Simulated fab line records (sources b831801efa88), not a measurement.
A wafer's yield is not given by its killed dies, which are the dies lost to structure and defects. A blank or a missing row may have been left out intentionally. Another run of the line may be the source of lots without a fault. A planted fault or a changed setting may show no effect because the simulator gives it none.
fab line records / flow sky130
record lots=6 wafers=18 last_day=50
route steps=708 shown GATE_OXIDE@197 POLY_GATE@204 RES_PROTECT@206 PAD_OPEN@708
lots untouched by any fault: they come from a run of this same line in which no faults occurred
start_h: hours from the record's opening day to when the first of the lot's shown wafers began / wait_h: time in hours since the lot's previous step / " the same as in the row above / L1.1+2: one row covering several wafers at once / - no value present, or no start provided / * or withheld: withheld / < > ~ a bound
route shown NAME@n: a module of which the file shows steps, and the number in the route of the first / usual: the fault-free wafers' mean and standard deviation / same: alike in all rows / chamber/n: place in a boat / sites: each site's reading / _std_site: standard deviation of those values / _edge_site: the outer-site mean with the inner-site mean subtracted / radius_mm: for every site, how far away it sits from the centre of the wafer / mask NAME#n: copy n / behind: the most recent tool/chamber to have shaped the wafer / hold: reason for holding the lot/hours on hold/outcome of the hold / device: names the non-switching transistor (n, p or np) / end of line: tests run on the same wafers once the route is complete / for a step that has no rows: nothing shown but its recipe / killed: the dies lost at the first sort to structure and to defects; this is not the yield of the wafer / map: shows each die of a wafer: x if killed, . if not, _ if none is there
set.NAME: the setting the step ran with; set.NAME@STEP: the setting that earlier step ran with / model.NAME: the simulator's own value behind a step, which no gauge read
lots seen at some steps along the route; tables by step, rows by wafer
services: a tool's chamber out of use, with start hour (start_h, from the record's first day; less than 0 if before it), hours out, and reason
## steps
# step SKY_GATE_OXIDE_OVL_MEAS_10
# usual GATE_OXIDE_OVL=-0.7/1.3
lot.wafer=L543.2 tool=overlay-01 chamber=- start_h=309.24 wait_h=0.1 GATE_OXIDE_OVL[nm]=-0.3
lot.wafer=L543.4 tool=overlay-01 chamber=- start_h=309.24 wait_h=0.1 GATE_OXIDE_OVL[nm]=-0.8
lot.wafer=L543.5 tool=overlay-01 chamber=- start_h=309.24 wait_h=0.1 GATE_OXIDE_OVL[nm]=-1.2
lot.wafer=L548.2 tool=overlay-02 chamber=- start_h=350.46 wait_h=0.1 GATE_OXIDE_OVL[nm]=1.3
lot.wafer=L548.3 tool=overlay-02 chamber=- start_h=350.46 wait_h=0.1 GATE_OXIDE_OVL[nm]=0.4
lot.wafer=L548.5 tool=overlay-02 chamber=- start_h=350.46 wait_h=0.1 GATE_OXIDE_OVL[nm]=-0.6
lot.wafer=L559.1 tool=overlay-02 chamber=- start_h=455.21 wait_h=0.1 GATE_OXIDE_OVL[nm]=-1.5
lot.wafer=L559.4 tool=overlay-02 chamber=- start_h=455.21 wait_h=0.1 GATE_OXIDE_OVL[nm]=-2.1
lot.wafer=L559.6 tool=overlay-02 chamber=- start_h=455.21 wait_h=0.1 GATE_OXIDE_OVL[nm]=-0.9
lot.wafer=L560.1 tool=overlay-02 chamber=- start_h=455.24 wait_h=0.1 GATE_OXIDE_OVL[nm]=-1.3
lot.wafer=L560.3 tool=overlay-02 chamber=- start_h=455.24 wait_h=0.1 GATE_OXIDE_OVL[nm]=0.0
lot.wafer=L560.5 tool=overlay-02 chamber=- start_h=455.24 wait_h=0.1 GATE_OXIDE_OVL[nm]=-0.8
lot.wafer=L561.2 tool=overlay-01 chamber=- start_h=469.34 wait_h=0.1 GATE_OXIDE_OVL[nm]=-0.4
lot.wafer=L561.3 tool=overlay-01 chamber=- start_h=469.34 wait_h=0.1 GATE_OXIDE_OVL[nm]=0.0
lot.wafer=L561.6 tool=overlay-01 chamber=- start_h=469.34 wait_h=0.1 GATE_OXIDE_OVL[nm]=-1.2
lot.wafer=L562.1 tool=overlay-01 chamber=- start_h=476.80 wait_h=0.1 GATE_OXIDE_OVL[nm]=-1.9
lot.wafer=L562.4 tool=overlay-01 chamber=- start_h=476.80 wait_h=0.1 GATE_OXIDE_OVL[nm]=-0.4
lot.wafer=L562.6 tool=overlay-01 chamber=- start_h=476.80 wait_h=0.1 GATE_OXIDE_OVL[nm]=0.2
# step SKY_GATE_OXIDE_IMPLANT_11
# recipe species=B energy_kev=10 dose_cm2=2.6e+12 tilt_deg=withheld
# step SKY_GATE_OXIDE_WET_ETCH_12
# recipe chemistry=dHF target_depth_nm=16.8 dry=n2_spin target=SiO2 dilution=100:1 temp_c=25 time_s=336
# step SKY_GATE_OXIDE_STRIP_13
# recipe chemistry=O2/N2 power_w=1400 pressure_mtorr=1500 platen_temp_c=withheld o2_flow_sccm=3000 n2_flow_sccm=300 overash_fraction=0.5
# usual drypump_motor_current_A=5.6/0.43 oes_product_au=0.716/0.0043 strip_time_to_endpoint_s=14.17/0.047
lot.wafer=L543.2 tool=plasma_asher-03 chamber=1 start_h=309.53 wait_h=0.0 drypump_motor_current_A=5.3 oes_product_au=0.710 rf_hours_counter_h=57 strip_time_to_endpoint_s=14.22
lot.wafer=L543.4 tool=plasma_asher-03 chamber=1 start_h=309.53 wait_h=0.0 drypump_motor_current_A=5.3 oes_product_au=0.713 rf_hours_counter_h=- strip_time_to_endpoint_s=14.23
lot.wafer=L543.5 tool=plasma_asher-03 chamber=0 start_h=309.53 wait_h=0.0 drypump_motor_current_A=5.3 oes_product_au=0.719 rf_hours_counter_h=- strip_time_to_endpoint_s=14.17
lot.wafer=L548.2 tool=plasma_asher-03 chamber=1 start_h=350.89 wait_h=0.0 drypump_motor_current_A=5.3 oes_product_au=0.718 rf_hours_counter_h=61 strip_time_to_endpoint_s=14.22
lot.wafer=L548.3 tool=plasma_asher-03 chamber=0 start_h=350.89 wait_h=0.0 drypump_motor_current_A=5.3 oes_product_au=0.723 rf_hours_counter_h=- strip_time_to_endpoint_s=14.20
lot.wafer=L548.5 tool=plasma_asher-03 chamber=1 start_h=350.89 wait_h=0.0 drypump_motor_current_A=5.2 oes_product_au=0.718 rf_hours_counter_h=- strip_time_to_endpoint_s=14.21
lot.wafer=L559.1 tool=plasma_asher-03 chamber=1 start_h=455.50 wait_h=0.0 drypump_motor_current_A=5.3 oes_product_au=0.710 rf_hours_counter_h=71 strip_time_to_endpoint_s=14.10
lot.wafer=L559.4 tool=plasma_asher-03 chamber=1 start_h=455.50 wait_h=0.0 drypump_motor_current_A=5.3 oes_product_au=0.712 rf_hours_counter_h=- strip_time_to_endpoint_s=14.16
lot.wafer=L559.6 tool=plasma_asher-03 chamber=1 start_h=455.50 wait_h=0.0 drypump_motor_current_A=5.3 oes_product_au=0.717 rf_hours_counter_h=- strip_time_to_endpoint_s=14.16
lot.wafer=L560.1 tool=plasma_asher-02 chamber=1 start_h=455.54 wait_h=0.0 drypump_motor_current_A=6.1 oes_product_au=0.715 rf_hours_counter_h=63 strip_time_to_endpoint_s=14.13
lot.wafer=L560.3 tool=plasma_asher-02 chamber=0 start_h=455.54 wait_h=0.0 drypump_motor_current_A=4.9 oes_product_au=0.721 rf_hours_counter_h=- strip_time_to_endpoint_s=14.10
lot.wafer=L560.5 tool=plasma_asher-02 chamber=0 start_h=455.54 wait_h=0.0 drypump_motor_current_A=4.9 oes_product_au=0.709 rf_hours_counter_h=- strip_time_to_endpoint_s=14.11
lot.wafer=L561.2 tool=plasma_asher-03 chamber=0 start_h=469.62 wait_h=0.0 drypump_motor_current_A=5.3 oes_product_au=0.717 rf_hours_counter_h=72 strip_time_to_endpoint_s=14.21
lot.wafer=L561.3 tool=plasma_asher-03 chamber=1 start_h=469.62 wait_h=0.0 drypump_motor_current_A=5.2 oes_product_au=0.715 rf_hours_counter_h=- strip_time_to_endpoint_s=14.16
lot.wafer=L561.6 tool=plasma_asher-03 chamber=0 start_h=469.62 wait_h=0.0 drypump_motor_current_A=5.3 oes_product_au=0.722 rf_hours_counter_h=- strip_time_to_endpoint_s=14.19
lot.wafer=L562.1 tool=plasma_asher-03 chamber=0 start_h=477.10 wait_h=0.0 drypump_motor_current_A=5.3 oes_product_au=0.714 rf_hours_counter_h=73 strip_time_to_endpoint_s=14.09
lot.wafer=L562.4 tool=plasma_asher-03 chamber=0 start_h=477.10 wait_h=0.0 drypump_motor_current_A=5.3 oes_product_au=0.719 rf_hours_counter_h=- strip_time_to_endpoint_s=14.13
lot.wafer=L562.6 tool=plasma_asher-03 chamber=0 start_h=477.10 wait_h=0.0 drypump_motor_current_A=5.3 oes_product_au=0.713 rf_hours_counter_h=- strip_time_to_endpoint_s=14.12
# step SKY_GATE_OXIDE_TW_MEAS_14
# usual GATE_OXIDE_TW=223.2/1.8
lot.wafer=L543.2 tool=film_metro-03 chamber=- start_h=309.64 wait_h=0.1 GATE_OXIDE_TW=222.3
lot.wafer=L543.4 tool=film_metro-03 chamber=- start_h=309.64 wait_h=0.1 GATE_OXIDE_TW=223.4
lot.wafer=L543.5 tool=film_metro-03 chamber=- start_h=309.64 wait_h=0.1 GATE_OXIDE_TW=224.2
lot.wafer=L548.2 tool=film_metro-03 chamber=- start_h=351.00 wait_h=0.1 GATE_OXIDE_TW=224.1
lot.wafer=L548.3 tool=film_metro-03 chamber=- start_h=351.00 wait_h=0.1 GATE_OXIDE_TW=223.9
lot.wafer=L548.5 tool=film_metro-03 chamber=- start_h=351.00 wait_h=0.1 GATE_OXIDE_TW=225.4
lot.wafer=L559.1 tool=film_metro-04 chamber=- start_h=455.60 wait_h=0.1 GATE_OXIDE_TW=221.7
lot.wafer=L559.4 tool=film_metro-04 chamber=- start_h=455.60 wait_h=0.1 GATE_OXIDE_TW=221.5
lot.wafer=L559.6 tool=film_metro-04 chamber=- start_h=455.60 wait_h=0.1 GATE_OXIDE_TW=221.8
lot.wafer=L560.1 tool=film_metro-03 chamber=- start_h=455.64 wait_h=0.1 GATE_OXIDE_TW=224.7
lot.wafer=L560.3 tool=film_metro-03 chamber=- start_h=455.64 wait_h=0.1 GATE_OXIDE_TW=225.2
lot.wafer=L560.5 tool=film_metro-03 chamber=- start_h=455.64 wait_h=0.1 GATE_OXIDE_TW=225.6
lot.wafer=L561.2 tool=film_metro-01 chamber=- start_h=469.73 wait_h=0.1 GATE_OXIDE_TW=222.9
lot.wafer=L561.3 tool=film_metro-01 chamber=- start_h=469.73 wait_h=0.1 GATE_OXIDE_TW=222.8
lot.wafer=L561.6 tool=film_metro-01 chamber=- start_h=469.73 wait_h=0.1 GATE_OXIDE_TW=223.9
lot.wafer=L562.1 tool=film_metro-03 chamber=- start_h=477.20 wait_h=0.1 GATE_OXIDE_TW=226.0
lot.wafer=L562.4 tool=film_metro-03 chamber=- start_h=477.20 wait_h=0.1 GATE_OXIDE_TW=225.9
lot.wafer=L562.6 tool=film_metro-03 chamber=- start_h=477.20 wait_h=0.1 GATE_OXIDE_TW=227.2
# step SKY_GATE_OXIDE_CLEAN_15
# recipe chemistry=SC1/SC2 mix=1:4:20 temp_c=70 time_s=150 dry=n2_spin
# step SKY_GATE_OXIDE_OXIDATION_16
# recipe temp_c=800 ambient=O2 idle_temp_c=700 ramp_up_c_per_min=10 ramp_down_c_per_min=3 stabilise_s=600 purge_s=300 target_thk_a=35.7 ox_time_s=1915
# step SKY_POLY_GATE_CVD_00
# recipe material=poly-Si target_thk_nm=180 temp_c=620 time_s=720 pressure_mtorr=200
# step SKY_POLY_GATE_THK_MEAS_01
# recipe reads=poly-Si_of_POLY_GATE_CVD_00
# usual POLY_GATE_CVD_00_THK=180.8/1.8
lot.wafer=L543.2 tool=film_metro-03 chamber=- start_h=313.70 wait_h=0.0 POLY_GATE_CVD_00_THK[nm]=181.7
lot.wafer=L543.4 tool=film_metro-03 chamber=- start_h=313.70 wait_h=0.0 POLY_GATE_CVD_00_THK[nm]=180.0
lot.wafer=L543.5 tool=film_metro-03 chamber=- start_h=313.70 wait_h=0.0 POLY_GATE_CVD_00_THK[nm]=180.6
lot.wafer=L548.2 tool=film_metro-03 chamber=- start_h=353.84 wait_h=0.0 POLY_GATE_CVD_00_THK[nm]=180.2
lot.wafer=L548.3 tool=film_metro-03 chamber=- start_h=353.84 wait_h=0.0 POLY_GATE_CVD_00_THK[nm]=179.5
lot.wafer=L548.5 tool=film_metro-03 chamber=- start_h=353.84 wait_h=0.0 POLY_GATE_CVD_00_THK[nm]=180.8
lot.wafer=L559.1 tool=film_metro-02 chamber=- start_h=458.55 wait_h=0.0 POLY_GATE_CVD_00_THK[nm]=181.1
lot.wafer=L559.4 tool=film_metro-02 chamber=- start_h=458.55 wait_h=0.0 POLY_GATE_CVD_00_THK[nm]=181.1
lot.wafer=L559.6 tool=film_metro-02 chamber=- start_h=458.55 wait_h=0.0 POLY_GATE_CVD_00_THK[nm]=180.7
lot.wafer=L560.1 tool=film_metro-03 chamber=- start_h=458.55 wait_h=0.0 POLY_GATE_CVD_00_THK[nm]=180.6
lot.wafer=L560.3 tool=film_metro-03 chamber=- start_h=458.55 wait_h=0.0 POLY_GATE_CVD_00_THK[nm]=184.7
lot.wafer=L560.5 tool=film_metro-03 chamber=- start_h=458.55 wait_h=0.0 POLY_GATE_CVD_00_THK[nm]=181.6
lot.wafer=L561.2 tool=film_metro-03 chamber=- start_h=472.90 wait_h=0.0 POLY_GATE_CVD_00_THK[nm]=181.6
lot.wafer=L561.3 tool=film_metro-03 chamber=- start_h=472.90 wait_h=0.0 POLY_GATE_CVD_00_THK[nm]=181.6
lot.wafer=L561.6 tool=film_metro-03 chamber=- start_h=472.90 wait_h=0.0 POLY_GATE_CVD_00_THK[nm]=178.9
lot.wafer=L562.1 tool=film_metro-02 chamber=- start_h=482.10 wait_h=0.0 POLY_GATE_CVD_00_THK[nm]=180.1
lot.wafer=L562.4 tool=film_metro-02 chamber=- start_h=482.10 wait_h=0.0 POLY_GATE_CVD_00_THK[nm]=180.1
lot.wafer=L562.6 tool=film_metro-02 chamber=- start_h=482.10 wait_h=0.0 POLY_GATE_CVD_00_THK[nm]=178.8
# step SKY_RES_PROTECT_DEHYDRATE_00
# recipe temp_c=200 time_s=60
# step SKY_RES_PROTECT_HMDS_01
# recipe prime_time_s=60 prime_temp_c=120
# step SKY_RES_PROTECT_COAT_02
# recipe resist=NOVOLAK spin_rpm=3000 resist_thk_nm=1140
# step SKY_RES_PROTECT_SOFTBAKE_03
# recipe temp_c=90 time_s=60 resist=NOVOLAK
# usual heater_power_total_W=56.59/0.048 plate_temp_C=90.00/0.14
lot.wafer=L543.2 tool=litho_track-03 chamber=0 start_h=326.93 wait_h=0.1 heater_power_total_W=56.60 plate_temp_C=90.09
lot.wafer=L543.4 tool=litho_track-03 chamber=0 start_h=326.93 wait_h=0.1 heater_power_total_W=56.61 plate_temp_C=89.96
lot.wafer=L543.5 tool=litho_track-03 chamber=0 start_h=326.93 wait_h=0.1 heater_power_total_W=56.52 plate_temp_C=90.00
lot.wafer=L548.2 tool=litho_track-02 chamber=0 start_h=368.46 wait_h=0.1 heater_power_total_W=56.55 plate_temp_C=89.74
lot.wafer=L548.3 tool=litho_track-02 chamber=0 start_h=368.46 wait_h=0.1 heater_power_total_W=56.55 plate_temp_C=89.92
lot.wafer=L548.5 tool=litho_track-02 chamber=0 start_h=368.46 wait_h=0.1 heater_power_total_W=56.60 plate_temp_C=89.90
lot.wafer=L559.1 tool=litho_track-02 chamber=0 start_h=473.39 wait_h=0.1 heater_power_total_W=55.91 plate_temp_C=89.16
lot.wafer=L559.4 tool=litho_track-02 chamber=0 start_h=473.39 wait_h=0.1 heater_power_total_W=55.91 plate_temp_C=89.44
lot.wafer=L559.6 tool=litho_track-02 chamber=0 start_h=473.39 wait_h=0.1 heater_power_total_W=55.84 plate_temp_C=89.31
lot.wafer=L560.1 tool=litho_track-03 chamber=0 start_h=473.66 wait_h=0.1 heater_power_total_W=56.62 plate_temp_C=89.96
lot.wafer=L560.3 tool=litho_track-03 chamber=0 start_h=473.66 wait_h=0.1 heater_power_total_W=56.53 plate_temp_C=89.78
lot.wafer=L560.5 tool=litho_track-03 chamber=0 start_h=473.66 wait_h=0.1 heater_power_total_W=56.60 plate_temp_C=89.75
lot.wafer=L561.2 tool=litho_track-04 chamber=0 start_h=488.65 wait_h=0.1 heater_power_total_W=56.67 plate_temp_C=90.06
lot.wafer=L561.3 tool=litho_track-04 chamber=0 start_h=488.65 wait_h=0.1 heater_power_total_W=56.58 plate_temp_C=90.07
lot.wafer=L561.6 tool=litho_track-04 chamber=0 start_h=488.65 wait_h=0.1 heater_power_total_W=56.62 plate_temp_C=90.10
lot.wafer=L562.1 tool=litho_track-02 chamber=0 start_h=498.09 wait_h=0.1 heater_power_total_W=55.97 plate_temp_C=89.21
lot.wafer=L562.4 tool=litho_track-02 chamber=0 start_h=498.09 wait_h=0.1 heater_power_total_W=55.82 plate_temp_C=89.24
lot.wafer=L562.6 tool=litho_track-02 chamber=0 start_h=498.09 wait_h=0.1 heater_power_total_W=55.81 plate_temp_C=89.30
# step SKY_RES_PROTECT_EXPOSE_04
# recipe mask_id=RPM na=0.6 source_shape=conventional sigma_outer=0.6 polarization=unpolarized target_cd_nm=1270 dose_mj=131
# step SKY_PAD_OPEN_PROBE_99
# usual killed_at_M0_to_M3=43/6.7 killed_at_M4_up=3.1/1.9 killed_at_contacts=25/5 killed_at_front_end=15/4 killed_at_other=0.4/0.69 killed_dies=87/9.2 killed_open=46/7.1 killed_short=40/6.8
# same gross_dies=492 killed_at_back_side=0
lot.wafer=L543.2 tool=prober-01 chamber=- start_h=1080.40 wait_h=0.1 killed_at_M0_to_M3=48 killed_at_M4_up=5 killed_at_contacts=18 killed_at_front_end=11 killed_at_other=1 killed_dies=83 killed_open=47 killed_short=35
lot.wafer=L543.4 tool=prober-01 chamber=- start_h=1080.50 wait_h=0.2 killed_at_M0_to_M3=40 killed_at_M4_up=2 killed_at_contacts=28 killed_at_front_end=15 killed_at_other=2 killed_dies=87 killed_open=45 killed_short=41
lot.wafer=L543.5 tool=prober-01 chamber=- start_h=1080.55 wait_h=0.2 killed_at_M0_to_M3=40 killed_at_M4_up=4 killed_at_contacts=31 killed_at_front_end=10 killed_at_other=1 killed_dies=86 killed_open=50 killed_short=36
lot.wafer=L548.2 tool=prober-02 chamber=- start_h=1116.17 wait_h=0.1 killed_at_M0_to_M3=50 killed_at_M4_up=2 killed_at_contacts=13 killed_at_front_end=23 killed_at_other=0 killed_dies=88 killed_open=48 killed_short=40
lot.wafer=L548.3 tool=prober-02 chamber=- start_h=1116.22 wait_h=0.2 killed_at_M0_to_M3=42 killed_at_M4_up=0 killed_at_contacts=23 killed_at_front_end=16 killed_at_other=1 killed_dies=82 killed_open=43 killed_short=39
lot.wafer=L548.5 tool=prober-02 chamber=- start_h=1116.32 wait_h=0.2 killed_at_M0_to_M3=35 killed_at_M4_up=3 killed_at_contacts=14 killed_at_front_end=19 killed_at_other=1 killed_dies=72 killed_open=36 killed_short=36
lot.wafer=L560.1 tool=prober-01 chamber=- start_h=1175.57 wait_h=0.1 killed_at_M0_to_M3=37 killed_at_M4_up=3 killed_at_contacts=26 killed_at_front_end=18 killed_at_other=2 killed_dies=86 killed_open=42 killed_short=42
lot.wafer=L560.3 tool=prober-01 chamber=- start_h=1175.67 wait_h=0.2 killed_at_M0_to_M3=42 killed_at_M4_up=4 killed_at_contacts=21 killed_at_front_end=20 killed_at_other=2 killed_dies=89 killed_open=42 killed_short=45
lot.wafer=L560.5 tool=prober-01 chamber=- start_h=1175.77 wait_h=0.2 killed_at_M0_to_M3=39 killed_at_M4_up=1 killed_at_contacts=20 killed_at_front_end=6 killed_at_other=1 killed_dies=67 killed_open=31 killed_short=34
lot.wafer=L559.1 tool=prober-02 chamber=- start_h=1177.07 wait_h=0.1 killed_at_M0_to_M3=52 killed_at_M4_up=3 killed_at_contacts=25 killed_at_front_end=7 killed_at_other=1 killed_dies=88 killed_open=39 killed_short=49
lot.wafer=L559.4 tool=prober-02 chamber=- start_h=1177.22 wait_h=0.2 killed_at_M0_to_M3=46 killed_at_M4_up=2 killed_at_contacts=27 killed_at_front_end=16 killed_at_other=0 killed_dies=91 killed_open=54 killed_short=37
lot.wafer=L559.6 tool=prober-02 chamber=- start_h=1177.32 wait_h=0.2 killed_at_M0_to_M3=40 killed_at_M4_up=0 killed_at_contacts=16 killed_at_front_end=8 killed_at_other=1 killed_dies=65 killed_open=31 killed_short=34
lot.wafer=L561.2 tool=prober-01 chamber=- start_h=1184.02 wait_h=0.1 killed_at_M0_to_M3=24 killed_at_M4_up=1 killed_at_contacts=26 killed_at_front_end=18 killed_at_other=0 killed_dies=69 killed_open=31 killed_short=38
lot.wafer=L561.3 tool=prober-01 chamber=- start_h=1184.07 wait_h=0.2 killed_at_M0_to_M3=55 killed_at_M4_up=3 killed_at_contacts=24 killed_at_front_end=29 killed_at_other=0 killed_dies=111 killed_open=57 killed_short=54
lot.wafer=L561.6 tool=prober-01 chamber=- start_h=1184.22 wait_h=0.2 killed_at_M0_to_M3=48 killed_at_M4_up=2 killed_at_contacts=24 killed_at_front_end=18 killed_at_other=0 killed_dies=92 killed_open=49 killed_short=43
lot.wafer=L562.1 tool=prober-02 chamber=- start_h=1190.76 wait_h=0.1 killed_at_M0_to_M3=44 killed_at_M4_up=3 killed_at_contacts=28 killed_at_front_end=20 killed_at_other=1 killed_dies=96 killed_open=57 killed_short=39
lot.wafer=L562.4 tool=prober-02 chamber=- start_h=1190.91 wait_h=0.2 killed_at_M0_to_M3=44 killed_at_M4_up=4 killed_at_contacts=24 killed_at_front_end=11 killed_at_other=0 killed_dies=83 killed_open=50 killed_short=33
lot.wafer=L562.6 tool=prober-02 chamber=- start_h=1191.01 wait_h=0.2 killed_at_M0_to_M3=52 killed_at_M4_up=4 killed_at_contacts=26 killed_at_front_end=15 killed_at_other=0 killed_dies=97 killed_open=50 killed_short=47
# killed by level:class
L543.2 VIA1:geometric_particle:open=12 VIA3:geometric_particle:open=10 VIA2:geometric_particle:open=8 FIELD_ISO:geometric_particle:short=7 LOCAL_INTERCONNECT:geometric_particle:short=5 CONTACT:geometric_particle:open=5 METAL1:geometric_particle:short=5 METAL2:geometric_particle:short=5
L543.4 CONTACT:geometric_particle:open=10 VIA2:geometric_particle:open=8 LOCAL_INTERCONNECT:geometric_particle:short=7 LI_CONTACT:geometric_particle:open=6 VIA1:geometric_particle:open=5 FIELD_ISO:geometric_particle:open=4 METAL1:geometric_particle:short=4 METAL2:geometric_particle:short=4
L543.5 CONTACT:geometric_particle:open=12 VIA1:geometric_particle:open=10 LI_CONTACT:geometric_particle:open=7 VIA2:geometric_particle:open=7 METAL1:geometric_particle:short=6 VIA3:geometric_particle:open=6 CONTACT:geometric_particle:short=5 LOCAL_INTERCONNECT:geometric_particle:short=4
L548.2 VIA1:geometric_particle:short=12 VIA1:geometric_particle:open=10 FIELD_ISO:geometric_particle:open=8 METAL2:geometric_particle:short=7 VIA2:geometric_particle:open=6 FIELD_ISO:geometric_particle:short=5 LI_CONTACT:geometric_particle:open=5 CONTACT:geometric_particle:open=5
L548.3 CONTACT:geometric_particle:open=8 CONTACT:geometric_particle:short=6 VIA1:geometric_particle:short=6 VIA2:geometric_particle:open=6 POLY_GATE:geometric_particle:short=5 LI_CONTACT:geometric_particle:open=5 METAL1:geometric_particle:short=5 VIA3:geometric_particle:open=5
L548.5 CONTACT:geometric_particle:open=6 POLY_GATE:geometric_particle:open=5 VIA1:geometric_particle:open=5 VIA2:geometric_particle:open=5 METAL3:geometric_particle:short=5 FIELD_ISO:geometric_particle:open=4 LI_CONTACT:geometric_particle:open=4 VIA1:geometric_particle:short=4
L560.1 VIA1:geometric_particle:open=10 VIA2:geometric_particle:open=9 CONTACT:geometric_particle:short=8 POLY_GATE:geometric_particle:short=5 LI_CONTACT:geometric_particle:open=5 CONTACT:geometric_particle:open=5 METAL2:geometric_particle:short=5 FIELD_ISO:geometric_particle:open=4
L560.3 CONTACT:geometric_particle:open=9 VIA1:geometric_particle:open=9 VIA3:geometric_particle:open=7 VIA2:geometric_particle:open=6 METAL1:geometric_particle:short=6 POLY_GATE:geometric_particle:short=5 CONTACT:geometric_particle:short=5 POLY_GATE:geometric_particle:open=4
L560.5 VIA3:geometric_particle:open=9 LI_CONTACT:geometric_particle:open=8 VIA1:geometric_particle:open=8 LI_CONTACT:geometric_particle:short=6 VIA1:geometric_particle:short=4 METAL3:geometric_particle:short=4 CONTACT:geometric_particle:short=3 METAL1:geometric_particle:short=3
L559.1 VIA3:geometric_particle:open=10 METAL2:geometric_particle:short=9 CONTACT:geometric_particle:open=8 METAL1:geometric_particle:short=7 VIA1:geometric_particle:open=6 LI_CONTACT:geometric_particle:open=6 METAL3:geometric_particle:short=5 VIA1:geometric_particle:short=5
L559.4 CONTACT:geometric_particle:open=11 VIA2:geometric_particle:open=9 LI_CONTACT:geometric_particle:open=7 VIA1:geometric_particle:open=7 VIA3:geometric_particle:open=7 METAL1:geometric_particle:short=6 POLY_GATE:geometric_particle:open=5 CONTACT:geometric_particle:short=5
L559.6 VIA1:geometric_particle:open=9 VIA3:geometric_particle:open=7 VIA1:geometric_particle:short=6 METAL2:geometric_particle:short=5 LI_CONTACT:geometric_particle:short=4 VIA2:geometric_particle:open=4 POLY_GATE:geometric_particle:open=3 VIA2:geometric_particle:short=3
L561.2 CONTACT:geometric_particle:open=8 LOCAL_INTERCONNECT:geometric_particle:short=7 FIELD_ISO:geometric_particle:short=6 LI_CONTACT:geometric_particle:open=5 VIA1:geometric_particle:open=5 FIELD_ISO:geometric_particle:open=3 POLY_GATE:geometric_particle:short=3 VIA2:geometric_particle:short=3
L561.3 VIA1:geometric_particle:open=13 FIELD_ISO:geometric_particle:short=9 METAL2:geometric_particle:short=8 VIA2:geometric_particle:open=8 CONTACT:geometric_particle:open=7 VIA3:geometric_particle:open=7 POLY_GATE:geometric_particle:open=5 POLY_GATE:geometric_particle:short=5
L561.6 CONTACT:geometric_particle:open=10 VIA1:geometric_particle:open=10 METAL1:geometric_particle:short=9 LI_CONTACT:geometric_particle:open=6 VIA2:geometric_particle:open=6 VIA3:geometric_particle:short=5 FIELD_ISO:geometric_particle:open=4 FIELD_ISO:geometric_particle:short=4
L562.1 CONTACT:geometric_particle:open=13 VIA1:geometric_particle:open=12 VIA3:geometric_particle:open=9 LI_CONTACT:geometric_particle:open=7 FIELD_ISO:geometric_particle:short=6 POLY_GATE:geometric_particle:open=5 POLY_GATE:geometric_particle:short=5 CONTACT:geometric_particle:short=5
L562.4 VIA3:geometric_particle:open=12 CONTACT:geometric_particle:open=11 VIA1:geometric_particle:open=11 CONTACT:geometric_particle:short=5 VIA1:geometric_particle:short=5 FIELD_ISO:geometric_particle:short=4 LI_CONTACT:geometric_particle:open=4 FIELD_ISO:geometric_particle:open=3
L562.6 VIA1:geometric_particle:open=15 CONTACT:geometric_particle:short=7 LI_CONTACT:geometric_particle:open=7 VIA1:geometric_particle:short=7 VIA2:geometric_particle:open=7 CONTACT:geometric_particle:open=6 FIELD_ISO:geometric_particle:short=5 FIELD_ISO:geometric_particle:open=4
## services
tool=plasma_asher-02 chamber=- start_h=323.51 hours=1.4 kind=repair
tool=plasma_asher-02 chamber=- start_h=340.82 hours=8.3 kind=repair
tool=plasma_asher-02 chamber=- start_h=360.47 hours=1.4 kind=repair
tool=plasma_asher-03 chamber=- start_h=431.69 hours=1.5 kind=repair
tool=plasma_asher-03 chamber=- start_h=459.36 hours=1.6 kind=repair
tool=plasma_asher-03 chamber=- start_h=460.97 hours=4.3 kind=pm
## key
first_sign step=SKY_RES_PROTECT_SOFTBAKE_03 reading=heater_power_total_W direction=down sigmas=15 usual=* struck=*
effect step=SKY_RES_PROTECT_SOFTBAKE_03 reading=plate_temp_C direction=down sigmas=5 usual=* struck=*
met_at SKY_RES_PROTECT_SOFTBAKE_03
struck_wafers L559.1,L559.4,L559.6,L562.1,L562.4,L562.6
tester_left_out L559,L562
onset_between 368.46 473.39
fault kind=process_parameter_drift tool=litho_track-02 chamber=- onset_h=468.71 steps=SKY_RES_PROTECT_SOFTBAKE_03 channel=temp_c offset=* shape=step end_h=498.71 acts_in=* stated=*
# tester_left_out: of these lots the tester's yield and bins aren't shown, on N5 and GAA mostly nor the transistor test; their killed dies are dies lost to structure and defects alone, not to doping, threshold or leakage, so they don't give the yield
